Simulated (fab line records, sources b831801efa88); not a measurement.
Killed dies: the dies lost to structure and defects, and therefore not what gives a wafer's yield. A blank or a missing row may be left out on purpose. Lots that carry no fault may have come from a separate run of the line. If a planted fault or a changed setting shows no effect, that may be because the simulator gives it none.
The tool behind it: which one?    flow sky130    35 wafers from 12 lots sampled at 6 of the route's 708 steps

WHAT THE GAUGES READ, wafer by wafer
SKY_FIELD_ISO_BOW_MEAS_00. Usual: for INCOMING_BOW the level is 0 um and the standard deviation is 6.
lot   measured     on             INCOMING_BOW (um)  flag
L453  day 1 10:02  film metro-01  3 -7 1             
L454  day 1 15:00  film metro-02  -6 2 -1            
L455  day 1 20:00  film metro-01  -3 -5 -3           
L456  day 2 01:00  film metro-03  6 -7 -7            
L459  day 2 16:00  film metro-03  8 8 2              
L460  day 2 21:01  film metro-02  -2 1               
L468  day 4 13:00  film metro-02  3 2 -4             
L470  day 4 23:00  film metro-01  1 -2 2             
L471  day 5 04:00  film metro-02  1 -12 -8           
L472  day 5 09:00  film metro-03  8 8 9              
L473  day 5 14:01  film metro-03  5 1 -10            
L474  day 5 19:00  film metro-03  -2 8 -13           

SKY_PWDE_TW_MEAS_10. Usual: for PWDE_TW the level is 377.7 and the standard deviation is 2.7.
lot   measured     on             PWDE_TW            flag
L453  day 3 20:05  film metro-01  375.4 375.2 374.6  
L454  day 4 00:55  film metro-02  377.0 378.3 378.3  
L455  day 4 05:15  film metro-02  377.0 375.1 375.5  
L456  day 4 12:24  film metro-01  422.0 375.6 376.6  OFF
L459  day 5 04:43  film metro-04  423.8 379.9 379.3  OFF
L460  day 5 08:52  film metro-01  420.2 376.6        OFF
L468  day 7 07:58  film metro-04  380.5 381.3 381.9  
L470  day 7 16:40  film metro-04  381.0 381.1 380.6  
L471  day 7 21:25  film metro-02  378.2 381.1 378.2  
L472  day 8 02:15  film metro-04  379.1 379.3 379.1  
L473  day 8 12:13  film metro-04  381.1 380.7 380.4  
L474  day 8 16:22  film metro-01  375.3 376.1 376.3  

SKY_NWELL_RS_MEAS_31: measures by four-point-probe. Usual: for PWDE_RS the level is 5277 ohm/sq and the standard deviation is 21.
lot   measured      on             PWDE_RS (ohm/sq)  flag
L453  day 5 06:20   film metro-04  5246 5254 5262    
L454  day 5 12:12   film metro-04  5238 5270 5292    
L455  day 5 15:43   film metro-04  5272 5250 5273    
L456  day 6 00:19   film metro-04  3995 5265 5280    OFF
L459  day 6 19:14   film metro-02  4005 5287 5285    OFF
L460  day 6 23:17   film metro-04  3987 5269         OFF
L468  day 8 23:40   film metro-02  5273 5286 5288    
L470  day 9 09:49   film metro-02  5264 5261 5259    
L471  day 9 14:10   film metro-04  5257 5262 5257    
L472  day 9 19:34   film metro-01  5310 5309 5292    
L473  day 10 06:08  film metro-04  5259 5259 5264    
L474  day 10 10:15  film metro-02  5270 5276 5293    

TOOL THAT RAN EACH LOT (tool first, then ch and the chambers of the sampled wafers, then the start)
lot   SKY_FIELD_ISO_ETCH_14              SKY_DNWELL_STRIP_08                  SKY_PWDE_IMPLANT_08
L453  rie diel-03 ch 1,3, day 2 04:39    plasma asher-04 ch 0,1, day 3 03:07  implanter-01 ch 0, day 3 19:52
L454  rie diel-03 ch 0,1,3, day 2 10:01  plasma asher-02 ch 0,1, day 3 07:28  implanter-04 ch 0, day 4 00:40
L455  rie diel-03 ch 0,1,3, day 2 13:18  plasma asher-04 ch 0,1, day 3 12:10  implanter-01 ch 0, day 4 05:00
L456  rie diel-03 ch 2,3, day 2 21:10    plasma asher-02 ch 0,1, day 3 19:35  implanter-01 ch 0, day 4 12:09
L459  rie diel-04 ch 2,3, day 3 12:38    plasma asher-02 ch 0,1, day 4 11:36  implanter-01 ch 0, day 5 04:28
L460  rie diel-04 ch 0,3, day 3 16:50    plasma asher-03 ch 1, day 4 16:36    implanter-01 ch 0, day 5 08:38
L468  rie diel-03 ch 0,2,3, day 5 11:28  plasma asher-03 ch 0,1, day 6 12:34  implanter-04 ch 0, day 7 07:43
L470  rie diel-01 ch 0,2,3, day 5 19:58  plasma asher-04 ch 0,1, day 6 21:26  implanter-01 ch 0, day 7 16:25
L471  rie diel-03 ch 1,3, day 6 02:02    plasma asher-04 ch 0,1, day 7 02:29  implanter-04 ch 0, day 7 21:10
L472  rie diel-01 ch 0,2,3, day 6 06:30  plasma asher-03 ch 0,1, day 7 07:12  implanter-04 ch 0, day 8 02:00
L473  rie diel-01 ch 1,3, day 6 14:25    plasma asher-02 ch 0,1, day 7 16:25  implanter-01 ch 0, day 8 11:59
L474  rie diel-04 ch 0,1,2, day 6 18:51  plasma asher-02 ch 0,1, day 7 20:09  implanter-04 ch 0, day 8 16:07
- SKY_FIELD_ISO_ETCH_14: etches BARC in N2/H2, stops on SiO2, time 45.9 s, target depth 60 nm.
- SKY_DNWELL_STRIP_08: strips in O2/N2.
- SKY_PWDE_IMPLANT_08

WHAT THE TOOLS THEMSELVES READ (means of the sampled wafers that have a number; where no wafer has one, the mark that the record gives instead)
SKY_FIELD_ISO_ETCH_14. Usual: drypump motor current A 5.9 A, standard deviation 0.35; oes product au 0.854 a.u., standard deviation 0.0047; throttle valve pct 13.225 %, standard deviation 0.008.
lot   tool         drypump motor current A (A)  oes product au (a.u.)  throttle valve pct (%)  flag
L453  rie diel-03  5.6                          0.854                  13.223                  
L454  rie diel-03  5.8                          0.859                  13.217                  
L455  rie diel-03  5.8                          0.856                  13.220                  
L456  rie diel-03  6.0                          0.852                  13.236                  
L459  rie diel-04  5.8                          0.853                  13.226                  
L460  rie diel-04  5.7                          0.859                  13.230                  
L468  rie diel-03  5.9                          0.857                  13.220                  
L470  rie diel-01  5.8                          0.857                  13.226                  
L471  rie diel-03  5.6                          0.850                  13.228                  
L472  rie diel-01  5.9                          0.860                  13.221                  
L473  rie diel-01  5.9                          0.856                  13.232                  
L474  rie diel-04  6.0                          0.852                  13.225                  

SKY_DNWELL_STRIP_08. Usual: drypump motor current A 5.7 A, standard deviation 0.32; oes product au 0.723 a.u., standard deviation 0.0044; strip time to endpoint s 36.90 s, standard deviation 0.089.
lot   tool             drypump motor current A (A)  oes product au (a.u.)  strip time to endpoint s (s)  flag
L453  plasma asher-04  5.5                          0.721                  36.85                         
L454  plasma asher-02  5.7                          0.722                  36.93                         
L455  plasma asher-04  5.8                          0.719                  36.91                         
L456  plasma asher-02  5.7                          0.717                  36.93                         
L459  plasma asher-02  5.7                          0.718                  36.80                         
L460  plasma asher-03  5.7                          0.718                  36.83                         
L468  plasma asher-03  5.7                          0.725                  37.00                         
L470  plasma asher-04  5.5                          0.718                  36.87                         
L471  plasma asher-04  5.5                          0.727                  36.93                         
L472  plasma asher-03  5.8                          0.724                  36.75                         
L473  plasma asher-02  5.9                          0.725                  36.82                         
L474  plasma asher-02  5.7                          0.725                  36.93                         

SKY_PWDE_IMPLANT_08. Usual: beam on s 10.02 s, standard deviation 0.21; faraday current uA 20.3, standard deviation 0.42.
lot   tool          beam on s (s)  faraday current uA  flag
L453  implanter-01  9.95           20.3                
L454  implanter-04  9.98           20.4                
L455  implanter-01  9.86           20.6                
L456  implanter-01  11.31          18.4                OFF
L459  implanter-01  11.82          17.7                OFF
L460  implanter-01  12.12          17.4                OFF
L468  implanter-04  10.17          19.9                
L470  implanter-01  10.00          20.3                
L471  implanter-04  10.12          20.1                
L472  implanter-04  10.00          20.4                
L473  implanter-01  10.09          20.1                
L474  implanter-04  9.93           20.4                

THE ANSWER, worked out from the rows above alone
Rule: take the mean of a lot's wafers that have a number; if it is more than 3 standard deviations from the usual mean, the lot is off. Also off: a lot with no number at a reading for which 4 or more lots have one. The other lots that the step has rows for count as sound. First the gauges in route order, then the tools' own readings, where a lot's mean is used as printed above. At the first step where some lot is off, the reading lying furthest off is the one used; lots without a number count as furthest.
Off: L456, L459, L460, seen at SKY_PWDE_TW_MEAS_10 (PWDE_TW).
If a tool, at a process step before that reading, ran all the lots that are off and no sound lot after the first of them, it fits. The gauges at SKY_PWDE_TW_MEAS_10 aren't tried: what is off there is off at SKY_PWDE_IMPLANT_08 too, on other tools, and a gauge's error can't cause that. No candidate that was tried fits.

WHAT HAD BEEN PUT IN BY THE SIMULATOR
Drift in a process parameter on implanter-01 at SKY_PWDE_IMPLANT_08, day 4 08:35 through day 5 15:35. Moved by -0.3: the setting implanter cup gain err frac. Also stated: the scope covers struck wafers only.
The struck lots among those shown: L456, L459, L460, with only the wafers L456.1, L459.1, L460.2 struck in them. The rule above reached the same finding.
